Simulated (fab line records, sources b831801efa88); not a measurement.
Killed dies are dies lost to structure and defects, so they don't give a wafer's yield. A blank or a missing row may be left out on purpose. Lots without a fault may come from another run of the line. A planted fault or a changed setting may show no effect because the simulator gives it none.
One fault seen from 2 desks | flow sky130 | each desk has only its own numbers; what lay behind them comes last

THE TOOL OWNER'S DESK: implanter-02
The tool's own readings at SKY_LDD_N_IMPLANT_11: means of the sampled wafers that have a number, for each lot that ran on this tool. A lot is out of limits, marked OUT, if its mean lies more than 4 standard deviations from the usual mean; the brackets give that distance.
Columns: A = beam_energy_keV at SKY_LDD_N_IMPLANT_11, usual 20.000
lot  | first seen here | A
L693 | day 20 15:25    | 19.999
L695 | day 21 17:19    | 20.011
L698 | day 22 15:19    | 19.994
L702 | day 23 17:48    | 19.546 (-70) OUT
L703 | day 24 08:37    | 19.552 (-69) OUT
This desk's finding: out of limits on L702, L703; first on L702, day 23 17:48 (beam_energy_keV at SKY_LDD_N_IMPLANT_11). In limits: L693, L695, L698.

THE METROLOGY DESK
What the gauges read, lot by lot, whatever tool the lot ran on: means of the sampled wafers that have a number. A lot is out of limits, marked OUT, if its mean lies more than 4 standard deviations from the usual mean; the brackets give that distance.
Columns: A = SONOS_TUNNEL_TW at SKY_SONOS_TUNNEL_TW_MEAS_12, usual 195.7; B = GATE_OXIDE_TW at SKY_GATE_OXIDE_TW_MEAS_14, usual 223.5; C = POLY_GATE_OXIDATION_THK at SKY_POLY_GATE_THK_MEAS_21, usual 3.99 nm
lot  | first seen here | A     | B     | C
L688 | day 12 16:45    | 194.7 | 224.4 | 3.93
L689 | day 12 20:57    | 195.0 | 223.6 | 4.07
L690 | day 13 08:43    | 195.1 | 223.5 | 4.01
L692 | day 13 14:38    | 197.1 | 225.8 | 4.09
L693 | day 14 01:16    | 195.2 | 221.9 | 4.02
L694 | day 14 05:53    | 193.0 | 222.7 | 4.04
L695 | day 14 17:34    | 196.7 | 225.8 | 4.05
L696 | day 14 23:06    | 196.5 | 226.2 | 4.00
L697 | day 15 06:59    | 194.3 | 221.5 | 4.06
L698 | day 15 13:18    | 196.1 | 225.7 | 3.94
L699 | day 15 20:19    | 197.4 | 220.8 | 3.95
L702 | day 16 15:59    | 195.2 | 224.3 | 4.04
L703 | day 17 02:13    | 196.5 | 222.5 | 4.07
L707 | day 18 21:36    | 194.7 | 225.7 | 3.89
This desk's finding: nothing out of limits on any of the 14 lots.

PUT TOGETHER
The tool owner's desk could have raised an alarm at day 23 17:48, on L702, L703.
The metrology desk saw nothing out of limits.
The metrology desk has L702, L703 on record, within its limits.
Of the lots named, all ran SKY_LDD_N_IMPLANT_11 on implanter-02.

WHAT THE SIMULATOR HAD PUT IN
Process parameter drift: implanter-02, from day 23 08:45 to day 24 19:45, at SKY_LDD_N_IMPLANT_11. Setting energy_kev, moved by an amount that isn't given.
Lots struck among those shown: L702, L703.
Hours from the fault's start to each desk's first reading out of limits: the tool owner's desk, 9.
